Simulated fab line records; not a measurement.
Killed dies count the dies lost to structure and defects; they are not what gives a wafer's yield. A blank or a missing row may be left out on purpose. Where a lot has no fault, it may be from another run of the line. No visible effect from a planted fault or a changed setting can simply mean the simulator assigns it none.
A struck lot beside a sound one	flow sky130	21 steps out of a route of 708
Sound: the wafers L727.2, L727.3, L727.4. Struck: wafer L731.1 (left out: L731.5, a lot-mate that was not struck); the cause follows at the end.
At each step with rows: each side's tool, then ch and its chambers, then its first start. Under that, the readings that differ: sound wafers	struck wafers	difference of the means	sigmas: that difference in standard deviations of wafers without a fault.
alike: readings whose means differ by less than 2 such deviations, and words and numbers that are the same on both sides. not compared: withheld readings, readings that some wafer has no value for, bounds like >300 that may hide the same value, and numbers for which the record gives no deviation and whose values overlap.
The two part at a step that has a row with sigmas, a row that says differs or no value, or rows on one side only. Numbers that have no deviation but don't overlap get no sigmas and don't part them. A reading that every wafer of one side lacks parts them only if that side has two wafers or more.

SKY_SD_N_RS_MEAS_17: a four-point-probe measurement.
  sound on film metro-03 at day 29 20:11; struck on film metro-04 at day 31 06:51
  alike: SD_P_RS
SKY_SD_N_RS_MEAS_18: a four-point-probe measurement.
  sound on film metro-03 at day 29 20:19; struck on film metro-04 at day 31 06:58
  alike: RES_XHIGH_RS
then, 2 steps without rows for these wafers: SKY_SALICIDE_CLEAN_00 (cleans in HF-last, time 30 s); SKY_LI_CONTACT_HDPCVD_00 (deposits PSG, target thk 930 nm, time 155 s).
SKY_LI_CONTACT_THK_MEAS_01:
  sound on film metro-04 at day 29 20:34; struck on film metro-03 at day 31 07:13
  alike: LI_CONTACT_HDPCVD_THK
SKY_LI_CONTACT_CMP_02: polishes PSG.
  sound on cmp-02 ch 1,2,3, day 29 20:37; struck on cmp-02 ch 0, day 31 07:22
  alike: edge zone pressure frac, head pressure psi, motor current A, slurry flow ml min, time to endpoint s
SKY_LI_CONTACT_BOW_MEAS_03:
  sound on film metro-03 at day 29 20:56; struck on film metro-04 at day 31 07:34
  alike: LI_CONTACT_BOW
then, 5 steps without rows for these wafers: SKY_LI_CONTACT_DEHYDRATE_04 (time 60 s); SKY_LI_CONTACT_HMDS_05 (prime time 60 s); SKY_LI_CONTACT_COAT_06 (resist thk 60 nm); SKY_LI_CONTACT_COAT_07 (resist thk 450 nm); SKY_LI_CONTACT_SOFTBAKE_08 (time 90 s).
SKY_LI_CONTACT_EXPOSE_09: exposes mask LICM1, target cd 170 nm.
  sound on krf scanner-01 ch 0, day 30 11:31; struck on krf scanner-02 ch 0, day 31 21:26
  alike: mask
then, 2 steps without rows for these wafers: SKY_LI_CONTACT_PEB_10; SKY_LI_CONTACT_DEVELOP_11 (develop time 60 s).
SKY_LI_CONTACT_CD_MEAS_12 targets a cd of 170 nm.
  sound on cd sem-01 at day 31 00:50; struck on cd sem-01 at day 32 10:31
reading	sound	struck	difference	sigmas
cd nm (nm)	173.2 170.8 171.8	149.6	-22.3	-13
SKY_LI_CONTACT_OVL_MEAS_13:
  sound on overlay-01 at day 31 00:56; struck on overlay-01 at day 32 10:38
  alike: LI_CONTACT_OVL
SKY_LI_CONTACT_ETCH_14: etches BARC in N2/H2, stops on SiO2, time 45.9 s, target depth 60 nm.
  sound on rie diel-02 ch 0,1,3, day 31 00:58; struck on rie diel-01 ch 3, day 32 10:40
reading	sound	struck	difference	sigmas
model.LI_CONTACT.cd nm (nm)	172.7 170.3 171.3	148.6	-22.8	
  alike: drypump motor current A, h2 flow sccm, oes product au, throttle valve pct
  not compared: rf hours counter h
SKY_LI_CONTACT_ETCH_15: etches PSG in C4F8/O2/Ar, stops on Si, target depth 600 nm.
  sound on rie diel-02 ch 0,1,3, day 31 01:01; struck on rie diel-01 ch 3, day 32 10:43
reading	sound	struck	difference	sigmas
oes product au (a.u.)	0.836 0.841 0.835	0.827	-0.010	-2
model.LI_CONTACT.cd nm (nm)	171.2 170.1 170.4	148.3	-22.3	
SKY_LI_CONTACT_STRIP_16: strips in O2/N2.
  sound on plasma asher-03 ch 0,1, day 31 01:05; struck on plasma asher-01 ch 0, day 32 10:47
  alike: drypump motor current A, oes product au, strip time to endpoint s
  not compared: rf hours counter h
-- here the record skips 16 days between the struck wafers' starts before and after, leaving off in module LI_CONTACT and picking up in module PAD_OPEN (first step shown: number 708 of the route) --
SKY_PAD_OPEN_PROBE_99:
  sound on prober-02 at day 47 06:05; struck on prober-02 at day 48 05:58
reading	sound	struck	difference	sigmas
model.etest.licon pdiff.rc ohm	591.3 564.8 566.7	688.6	+114.3	
model.etest.pfet g5v0d10v5.r on ohm um	4720 4733 4622	4824	+132	
model.etest.pfet_01v8.r on ohm um	2841 2809 2769	2878	+72	
model.etest.licon high po.rc ohm	347.6 348.1 354.8	399.4	+49.2	
model.etest.nfet g5v0d10v5.r on ohm um	1872 1889 1839	1908	+41	
model.etest.licon ndiff.rc ohm	178.3 184.2 176.9	220.4	+40.6	
model.etest.sonos uncharged.r on ohm um	811.6 808.9 801.8	822.7	+15.3	
model.etest.licon poly.rc ohm	153.4 156.6 151	176.5	+22.8	

WHERE THEY PART
Last at SKY_LI_CONTACT_ETCH_15 as far as this record goes, first at SKY_LI_CONTACT_CD_MEAS_12. Later steps at which nothing parts them and some readings are alike: SKY_LI_CONTACT_STRIP_16.

WHY: whatever the simulator had introduced
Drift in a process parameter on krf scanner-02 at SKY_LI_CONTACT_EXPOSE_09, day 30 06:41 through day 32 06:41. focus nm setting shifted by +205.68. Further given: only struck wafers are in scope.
